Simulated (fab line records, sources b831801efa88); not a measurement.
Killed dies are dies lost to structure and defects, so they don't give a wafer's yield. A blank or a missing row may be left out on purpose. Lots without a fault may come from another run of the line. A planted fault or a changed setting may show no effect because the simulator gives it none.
A struck lot beside a sound one | flow sky130 | 22 steps out of a route of 708
Sound: wafers L879.2, L879.3, L879.4. Struck: wafers L870.2, L870.3, L870.6. The cause comes at the end.
At each step with rows: each side's tool, then ch and its chambers, then its first start. Under that, the readings that differ: sound wafers | struck wafers | difference of the means | sigmas: that difference in standard deviations of wafers without a fault.
alike: readings whose means differ by less than 2 such deviations, and words and numbers that are the same on both sides. not compared: withheld readings, readings that some wafer has no value for, bounds like >300 that may hide the same value, and numbers for which the record gives no deviation and whose values overlap.
The two part at a step that has a row with sigmas, a row that says differs or no value, or rows on one side only. Numbers that don't overlap but have no deviation are shown without sigmas and don't part them. A reading that every wafer of one side lacks parts them only if that side has two wafers or more.

first, 5 steps without rows for these wafers: SKY_RES_PROTECT_SOFTBAKE_03 (time 60 s); SKY_RES_PROTECT_EXPOSE_04 (exposes mask RPM, target cd 1270 nm); SKY_RES_PROTECT_PEB_05; SKY_RES_PROTECT_DEVELOP_06 (develop time 60 s); SKY_POLY_GATE_IMPLANT_02.
SKY_RES_PROTECT_STRIP_07: strips in O2/N2.
  sound on plasma_asher-03 ch 0,1, day 22 17:35; struck on plasma_asher-01 ch 0,1, day 19 14:40
  alike: drypump_motor_current_A, n2_flow_sccm, oes_product_au, strip_time_to_endpoint_s
  not compared: rf_hours_counter_h
SKY_RES_PROTECT_TW_MEAS_08:
  sound on film_metro-02, day 22 17:41; struck on film_metro-03, day 19 14:47
  alike: POLY_GATE_TW
then, 2 steps without rows for these wafers: SKY_RES_PROTECT_CLEAN_09 (cleans in SC1/SC2, time 150 s); SKY_POLY_GATE_CVD_03 (deposits Si3N4 from DCS/NH3, target thk 75 nm, time 1290 s).
SKY_POLY_GATE_THK_MEAS_04:
  sound on film_metro-03, day 22 19:10; struck on film_metro-02, day 19 16:15
  alike: POLY_GATE_CVD_03_THK
then, 2 steps without rows for these wafers: SKY_POLY_GATE_DEHYDRATE_05 (time 60 s); SKY_POLY_GATE_HMDS_06 (prime time 60 s).
SKY_POLY_GATE_COAT_07: resist thk 110 nm.
  sound on litho_track-03 ch 0, day 23 09:56; struck on litho_track-01 ch 0, day 20 07:13
  reading                                     | sound                | struck               | difference | sigmas
  spin_speed_rpm (rpm)                        | 3001.2 2996.3 3002.9 | 3285.7 3286.4 3288.5 | +286.7     | +99 or more
  model.BARC_of_POLY_GATE_COAT_07.thk_nm (nm) | 109.7 109.6 109.9    | 105.9 106.1 105.7    | -3.8       |
  not compared: resist_line_temp_C
then, 5 steps without rows for these wafers: SKY_POLY_GATE_COAT_08 (resist thk 450 nm); SKY_POLY_GATE_SOFTBAKE_09 (time 90 s); SKY_POLY_GATE_EXPOSE_10 (exposes mask P1M, target cd 150 nm); SKY_POLY_GATE_PEB_11; SKY_POLY_GATE_DEVELOP_12 (develop time 60 s).
SKY_POLY_GATE_CD_MEAS_13: target cd 150 nm.
  sound on cd_sem-01, day 24 01:02; struck on cd_sem-01, day 20 22:56
  alike: cd_nm
SKY_POLY_GATE_OVL_MEAS_14:
  sound on overlay-02, day 24 01:08; struck on overlay-01, day 20 23:02
  alike: POLY_GATE_OVL
SKY_POLY_GATE_ETCH_15: etches BARC in N2/H2, stops on SiO2, time 118.5 s, target depth 110 nm.
  sound on rie_diel-04 ch 0,1,3, day 24 01:10; struck on rie_diel-04 ch 0,2, day 20 23:04
  reading                  | sound             | struck            | difference | sigmas
  model.etch.depth_nm (nm) | 109.7 109.6 109.9 | 105.9 106.1 105.7 | -3.8       |
  alike: drypump_motor_current_A, n2_flow_sccm, oes_product_au, throttle_valve_pct
  not compared: rf_hours_counter_h
SKY_POLY_GATE_ETCH_16: etches Si3N4 in CH3F/O2, stops on poly-Si, time 147.5 s, target depth 75 nm.
  sound on rie_diel-04 ch 0,1,3, day 24 01:15; struck on rie_diel-04 ch 0,2, day 20 23:09
  alike: drypump_motor_current_A, oes_product_au, throttle_valve_pct
  not compared: rf_hours_counter_h

WHERE THEY PART
Only at SKY_POLY_GATE_COAT_07, within this record. Later steps at which nothing parts them and some readings are alike: SKY_POLY_GATE_CD_MEAS_13, SKY_POLY_GATE_OVL_MEAS_14, SKY_POLY_GATE_ETCH_15, SKY_POLY_GATE_ETCH_16.

WHY: what the simulator had put in
Process parameter drift: litho_track-01, from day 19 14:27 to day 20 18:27, at SKY_POLY_GATE_COAT_07. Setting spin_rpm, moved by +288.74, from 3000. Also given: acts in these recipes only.
